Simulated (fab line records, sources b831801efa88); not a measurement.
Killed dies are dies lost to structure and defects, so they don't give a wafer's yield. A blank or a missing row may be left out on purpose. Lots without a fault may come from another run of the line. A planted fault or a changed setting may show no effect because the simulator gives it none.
Which tool did it? | flow gf180mcu | 12 lots, 36 wafers sampled, at 1 step of a route of 602

WHAT THE GAUGES READ, wafer by wafer
GF_HV_LDD_TW_MEAS_23.
lot  | measured     | on            | HV_LDD_2_TW
L075 | day 10 22:20 | film_metro-04 | 1049 1045 1043
L077 | day 11 17:30 | film_metro-04 | 1036 1037 1042
L079 | day 12 07:26 | film_metro-04 | 1036 1035 1037
L081 | day 12 19:24 | film_metro-03 | 1049 1055 1053
L083 | day 13 17:07 | film_metro-04 | 1034 1037 1037
L085 | day 14 11:07 | film_metro-02 | 1065 1069 1067
L087 | day 15 06:53 | film_metro-02 | 1076 1067 1070
L089 | day 15 18:26 | film_metro-04 | 1037 1027 1031
L091 | day 16 04:24 | film_metro-04 | 1051 1042 1049
L093 | day 17 06:20 | film_metro-03 | 1056 1054 1049
L095 | day 17 15:59 | film_metro-04 | 1046 1048 1046
L097 | day 18 07:10 | film_metro-04 | 1037 1040 1050

WHICH TOOL RAN EACH LOT (tool, then ch and the chambers of the sampled wafers, then the start)
The record holds no process step before these readings.

THE ANSWER, worked out from the rows above alone
Rule: what is usual is taken from the lots themselves. Put in order of their means at a reading, lots are off if they are a third of the lots or fewer, leave a main group of 4 or more, and stand apart from it by a gap of 3 or more times the standard deviation of the main group's means; of several such gaps the widest counts. A main group whose means are all the same, to the digits that the tables above print for the reading, isn't used. A lot without any number at a reading at which 4 lots or more have one is off too. The other lots that the step has rows for count as sound.
No lot is off at any reading shown: from this, nothing can be told.

WHAT THE SIMULATOR HAD PUT IN
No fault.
